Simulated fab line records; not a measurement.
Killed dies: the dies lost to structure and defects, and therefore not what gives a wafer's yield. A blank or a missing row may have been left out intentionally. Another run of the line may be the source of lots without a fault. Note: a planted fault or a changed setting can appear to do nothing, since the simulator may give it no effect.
Lot-split experiment ; flow sky130 ; 5 lots, 23 wafers read, on a route of 708 steps

SPLIT DETAILS
At SKY_METAL3_ETCH_16 (etches BARC in N2/H2, stops on SiO2, time 88.2 s, target depth 60 nm), the setting time_s was moved away from the recipe's 88.2 s on 7 of the 23 wafers read, by -12.8% to +11.8%. The other wafers ran this setting at the recipe's value.

The reading is taken at the split's own step.

THE READING
KrF-thick_of_METAL3_COAT_08.thk_nm (the simulator's own value, which no gauge read), in nm, at SKY_METAL3_ETCH_16 (etches BARC in N2/H2, stops on SiO2, time 88.2 s, target depth 60 nm). There is no usual value for it anywhere in the file. Average 1076 nm, standard deviation 2.8 nm, over the 16 wafers here run with the recipe.

wafer;tool, chamber at the split;time_s as run, s;against the recipe;KrF-thick_of_METAL3_COAT_08.thk_nm, nm;against lot-mates on the recipe
L074.1;rie_metal-03, 1;77.72;-11.9%;1088;+12
L074.3;rie_metal-03, 1;77.72;-11.9%;1082;+6
L074.4;rie_metal-03, 1;88.2;recipe;1078;-
L074.5;rie_metal-03, 1;88.2;recipe;1075;-
L074.6;rie_metal-03, 1;88.2;recipe;1075;-
L076.1;rie_metal-02, 0;88.2;recipe;1073;-
L076.2;rie_metal-02, 1;88.2;recipe;1074;-
L076.6;rie_metal-02, 0;88.2;recipe;1071;-
L077.1;rie_metal-02, 0;76.88;-12.8%;1081;+8
L077.3;rie_metal-02, 1;76.88;-12.8%;1080;+8
L077.4;rie_metal-02, 0;88.2;recipe;1070;-
L077.5;rie_metal-02, 0;88.2;recipe;1075;-
L077.6;rie_metal-02, 1;76.88;-12.8%;1083;+10
L081.1;rie_metal-01, 0;88.2;recipe;1076;-
L081.2;rie_metal-01, 1,0;88.2;recipe;1078;-
L081.4;rie_metal-01, 1,0;88.2;recipe;1078;-
L081.3;rie_metal-01, 1;88.2;recipe;1079;-
L081.6;rie_metal-01, 1;88.2;recipe;1073;-
L083.1;rie_metal-02, 1;88.2;recipe;1078;-
L083.2;rie_metal-02, 1;88.2;recipe;1078;-
L083.3;rie_metal-02, 1;98.57;+11.8%;1074;-5
L083.4;rie_metal-02, 1;98.57;+11.8%;1075;-4
L083.6;rie_metal-02, 1;88.2;recipe;1080;-
Rows listing several chambers each stand for several wafers; the file does not say which wafer went through which chamber.

THE FIT
A straight line over all 23 wafers: KrF-thick_of_METAL3_COAT_08.thk_nm changes by -0.416 nm for each +1% of time_s; r = -0.67; the points scatter about the line by 3.1 nm.
The same after taking each lot's own level away (the mean of its wafers on the recipe; 23 wafers): -0.598 nm for each +1%; r = -0.89; scatter 2.1 nm.
Per that fit: largest time_s move, reading shift of 7.7 nm.
Across the lots, their own levels run from 1072.5 to 1078.7 nm, a range of 2.2 times the standard deviation given above.
So the lot-to-lot level blurs the effect unless lot-mates are compared.
Check: +8.19 nm against its lot-mates is what the line predicts for one of the wafers moved furthest among these (-12.8%) when that wafer is left out of the fit. It came out at +8.5 nm against them.

ADDITIONAL SPLITS CARRIED BY THESE WAFERS
These wafers also went through other splits before the reading. Each is held against what the fit with the lots' levels taken away leaves over:
other split on the same wafers;wafers away from the commonest value;r with KrF-thick_of_METAL3_COAT_08.thk_nm (lot level and that fit taken away)
SKY_VIA2_ETCH_15 bias_w;8;+0.16
SKY_CAPM_EXPOSE_09 dose_mj;7;-0.05
SKY_METAL3_EXPOSE_10 dose_mj;5;+0.17

FILE'S OWN FIT
KrF-thick_of_METAL3_COAT_08.thk_nm changes by -0.632 nm for each +1% of time_s, r = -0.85.
